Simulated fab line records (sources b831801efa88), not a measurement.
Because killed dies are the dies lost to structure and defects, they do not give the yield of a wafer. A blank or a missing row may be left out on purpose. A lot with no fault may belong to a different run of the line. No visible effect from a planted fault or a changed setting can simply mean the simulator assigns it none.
Which tool is to blame? ; flow gf180mcu ; 6 lots, 18 wafers sampled, at 2 steps of a route of 602

== WHAT THE GAUGES SHOWED, per wafer ==
GF_MVSD_TW_MEAS_11.
lot;measured;on;MVSD_TW
L272;day 4 16:02;film-metro-04;1574 1585 1577
L274;day 5 03:07;film-metro-03;1551 1546 1553
L277;day 5 21:04;film-metro-01;1609 1613 1603
L283;day 7 10:01;film-metro-04;1787 1775 1777
L286;day 8 04:37;film-metro-03;1555 1557 1562
L293;day 9 18:29;film-metro-01;1610 1608 1601

== TOOL THAT RAN EACH LOT (tool first, then ch and the chambers of the sampled wafers, then the start) ==
lot;GF_MVSD_IMPLANT_08
L272;implanter-02 ch 0, day 4 15:38
L274;implanter-04 ch 0, day 5 02:43
L277;implanter-04 ch 0, day 5 20:40
L283;implanter-03 ch 0, day 7 09:37
L286;implanter-02 ch 0, day 8 04:14
L293;implanter-02 ch 0, day 9 18:07
- GF_MVSD_IMPLANT_08

== THE ANSWER, worked out from the rows above alone ==
Rule: what is usual is taken from the lots themselves. The widest of any qualifying gaps counts: lots, ordered by their means at a reading, are off when they make up no more than a third of the lots, leave a main group of 4 or more, and stand apart from it by 3 or more times the standard deviation of that group's means. The tables above print the reading to a certain number of digits; a main group whose means all agree to those digits is not used. A lot without any number at a reading at which 4 lots or more have one is off too. The other lots that the step has rows for count as sound.
Off: L283, seen at GF_MVSD_TW_MEAS_11 (MVSD_TW). The main group has a mean of 1580 with a standard deviation of 24.
If a tool, at a process step before that reading, ran all the lots that are off and no sound lot after the first of them, it fits. Gauges at GF_MVSD_TW_MEAS_11: tried the same way as those tools. This does not decide it: 2 tools fit, namely implanter-03 at GF_MVSD_IMPLANT_08 and film-metro-04 at GF_MVSD_TW_MEAS_11.

== WHAT THE SIMULATOR PUT IN ==
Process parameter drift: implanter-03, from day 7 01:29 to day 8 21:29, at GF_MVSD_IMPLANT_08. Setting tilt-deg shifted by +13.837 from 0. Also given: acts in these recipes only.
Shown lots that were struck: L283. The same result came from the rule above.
